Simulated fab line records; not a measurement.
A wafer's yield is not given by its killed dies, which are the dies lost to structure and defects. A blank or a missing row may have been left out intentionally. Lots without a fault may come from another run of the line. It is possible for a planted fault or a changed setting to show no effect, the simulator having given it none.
Matching of chambers ; flow sky130 ; 4 sister chambers for SKY_VIA4_ETCH_12 on rie_diel-03
The step etches SiO2 in C4F8/O2/Ar, stops on TiN, target depth 580 nm. 8 wafers are shown with their chamber, then 8 later ones without.

WAFERS WITH THEIR CHAMBER
wafer;chamber;oes_product_au (a.u.)
L083.2;1;0.918
L082.1;3;0.930
L082.2;2;0.924
L082.3;0;0.927
L085.1;3;0.923
L085.3;2;0.922
L085.4;0;0.927
L088.1;1;0.926

WAFERS MISSING THEIR CHAMBER
wafer;oes_product_au (a.u.)
L088.3;0.929
L088.6;0.922
L092.1;0.922
L092.4;0.922
L092.5;0.921
L094.3;0.937
L094.4;0.926
L094.6;0.930

WHICH CHAMBER EACH WENT THROUGH
wafer;from the rows above;in truth
L088.3;can't be placed: 0 or 3 or 2 or 1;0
L088.6;can't be placed: 1 or 2 or 3 or 0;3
L092.1;can't be placed: 1 or 2 or 3 or 0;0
L092.4;can't be placed: 1 or 2 or 3 or 0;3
L092.5;can't be placed: 1 or 2 or 3 or 0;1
L094.3;can't be placed: 0 or 3 or 2 or 1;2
L094.4;can't be placed: 3 or 0 or 2 or 1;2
L094.6;can't be placed: 0 or 3 or 2 or 1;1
0 of 8 placed correctly. Not placeable from these rows: 8 (in 8, the candidates include the true chamber). Wrongly placed: 0.
How it was worked out, from the rows above alone: a wafer's distance from a chamber is the root of the sum, over the readings, of the square of ((its reading less the chamber's mean) divided by the reading's scatter). The wafer belongs to the nearest chamber; if the next one is less than 2 further off, it can't be placed. For every chamber, the mean is computed from those of its wafers that are shown. The scatter is the square root of a quotient: the sum, over the shown wafers, of each reading's squared deviation from its chamber's mean, divided by wafers minus chambers.
